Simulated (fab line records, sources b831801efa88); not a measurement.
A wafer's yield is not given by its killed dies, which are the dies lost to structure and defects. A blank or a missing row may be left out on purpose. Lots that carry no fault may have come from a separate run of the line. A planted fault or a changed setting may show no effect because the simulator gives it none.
The tool behind it: which one? ; flow gf180mcu ; Sampling: 15 lots, 44 wafers, 4 of 602 route steps

== WHAT EACH GAUGE READ, for each wafer ==
GF_VT_IMPLANT_TW_MEAS_21. Usual: VT_IMPLANT_2_TW typically reads 1218, with standard deviation 16.
lot;measured;on;VT_IMPLANT_2_TW;flag
L368;day 6 05:11;film metro-02;1229 1238;
L369;day 6 12:50;film metro-03;1187 1181 1187;
L370;day 6 16:44;film metro-01;1223 1224 1227;
L371;day 6 22:07;film metro-01;1221 1226 1226;
L372;day 7 06:17;film metro-02;1214 1224 1218;
L373;day 7 12:26;film metro-02;1216 1216 1222;
L374;day 7 19:41;film metro-02;1221 1225 1228;
L375;day 8 06:28;film metro-02;1238 1240 1239;
L381;day 9 18:10;film metro-01;1232 1224 1226;
L382;day 9 23:42;film metro-03;1192 1200 1197;
L383;day 10 07:37;film metro-02;1223 1227 1223;
L385;day 10 17:20;film metro-01;1233 1225 1221;
L386;day 10 21:38;film metro-01;1218 1215 1225;
L389;day 11 23:46;film metro-03;1197 1202 1203;
L391;day 12 08:58;film metro-01;1224 1229 1223;

GF_DUAL_GATE_THK_MEAS_03. Usual: DUAL_GATE_OXIDATION_00_THK typically reads 10.78 nm, with standard deviation 0.17.
lot;measured;on;DUAL_GATE_OXIDATION_00_THK (nm);flag
L368;day 7 14:36;film metro-03;10.86 10.84;
L369;day 7 22:15;film metro-04;10.86 10.76 10.86;
L370;day 9 07:47;film metro-03;10.51 10.53 10.52;
L371;day 8 07:38;film metro-02;10.97 10.90 10.85;
L372;day 9 23:34;film metro-03;10.87 10.89 10.70;
L373;day 8 22:54;film metro-03;10.97 10.82 10.86;
L374;day 10 13:53;film metro-03;11.12 10.94 10.83;
L375;day 9 19:46;film metro-03;10.75 10.73 10.68;
L381;day 11 08:40;film metro-04;10.73 10.97 10.92;
L382;day 11 15:10;film metro-03;10.60 10.65 10.67;
L383;day 11 22:40;film metro-03;10.92 10.70 10.67;
L385;day 12 09:50;film metro-03;10.55 10.55 10.57;
L386;day 12 15:02;film metro-04;10.80 10.63 10.62;
L389;day 13 17:48;film metro-03;11.23 11.05 10.98;
L391;day 14 05:05;film metro-03;10.71 10.60 10.59;

GF_POLY_GATE_CD_MEAS_10: target cd 280 nm. Usual: cd nm at 280.1 nm, with a standard deviation of 1.2.
lot;measured;on;cd nm (nm);flag
L368;day 9 02:14;cd sem-02;279.4 280.1;
L369;day 9 10:23;cd sem-02;280.8 279.4 279.6;
L370;day 10 21:04;cd sem-01;278.6 279.9 278.9;
L371;day 9 20:10;cd sem-02;279.6 279.9 278.4;
L372;day 11 13:01;cd sem-02;281.5 280.7 280.7;
L373;day 10 13:11;cd sem-01;278.9 279.7 278.7;
L374;day 12 03:59;cd sem-01;278.4 278.6 278.0;
L375;day 11 11:32;cd sem-01;278.4 278.1 277.5;
L381;day 13 01:42;cd sem-02;280.8 280.9 281.0;
L382;day 13 09:16;cd sem-01;280.7 279.9 280.0;
L383;day 13 17:20;cd sem-01;280.0 279.4 279.2;
L385;day 14 05:40;cd sem-01;279.4 280.3 281.1;
L386;day 14 10:40;cd sem-02;278.0 278.3 277.2;
L389;day 15 14:33;cd sem-02;280.1 280.0 282.1;
L391;day 16 03:05;cd sem-02;280.6 281.9 282.3;

== EACH LOT AND THE TOOL THAT RAN IT (in order: tool; ch and the chambers of the sampled wafers; start) ==
lot;GF_DUAL_GATE_OXIDATION_02
L368;furnace-02 ch 0, day 7 13:08
L369;furnace-02 ch 0, day 7 20:47
L370;furnace-01 ch 0, day 9 06:21
L371;furnace-02 ch 0, day 8 06:11
L372;furnace-01 ch 0, day 9 22:07
L373;furnace-02 ch 0, day 8 21:27
L374;furnace-01 ch 0, day 10 12:26
L375;furnace-01 ch 0, day 9 18:17
L381;furnace-01 ch 0, day 11 07:13
L382;furnace-02 ch 0, day 11 13:42
L383;furnace-02 ch 0, day 11 21:13
L385;furnace-01 ch 0, day 12 08:22
L386;furnace-01 ch 0, day 12 13:34
L389;furnace-02 ch 0, day 13 16:21
L391;furnace-02 ch 0, day 14 03:38
- GF_DUAL_GATE_OXIDATION_02: stabilise 600 s, purge 300 s, target thk 10.887 nm.

== WHAT THE TOOLS THEMSELVES READ (means of the sampled wafers that have a number; where no wafer has one, the mark that the record gives instead) ==
GF_DUAL_GATE_OXIDATION_02. Usual: spike tc centre C 900.3 C, standard deviation 1; tube_center_temp_C_max 902.3, standard deviation 0.38; zone power lower pct 17.6 %, standard deviation 1.5.
lot;tool;spike tc centre C (C);tube_center_temp_C_max;zone power lower pct (%);flag
L368;furnace-02;900.7;902.8;15.8;
L369;furnace-02;899.9;902.4;15.8;
L370;furnace-01;900.4;902.3;18.9;
L371;furnace-02;901.1;902.3;15.7;
L372;furnace-01;899.6;902.6;18.7;
L373;furnace-02;900.7;902.3;15.9;
L374;furnace-01;900.8;902.0;18.9;
L375;furnace-01;899.6;902.6;18.7;
L381;furnace-01;901.3;902.8;18.7;
L382;furnace-02;900.0;902.1;15.8;
L383;furnace-02;901.0;902.3;15.7;
L385;furnace-01;900.1;902.0;18.6;
L386;furnace-01;901.1;902.6;18.8;
L389;furnace-02;900.7;902.6;15.9;
L391;furnace-02;899.8;902.4;15.8;

== THE ANSWER, worked out from the rows above alone ==
Rule: a lot is off if the mean of its wafers that have a number lies more than 3 standard deviations from the usual mean. A lot without any number at a reading at which 4 lots or more have one is off too. Where the step has rows for the other lots, those lots are counted as sound. Order of review: gauges by route order, followed by the tools' own readings, for which a lot's mean as printed above is used. At the first step where some lot is off, the reading lying furthest off is the one used; lots without a number count as furthest.
None of the lots is off at any reading shown; this tells nothing.

== WHAT THE SIMULATOR PUT IN ==
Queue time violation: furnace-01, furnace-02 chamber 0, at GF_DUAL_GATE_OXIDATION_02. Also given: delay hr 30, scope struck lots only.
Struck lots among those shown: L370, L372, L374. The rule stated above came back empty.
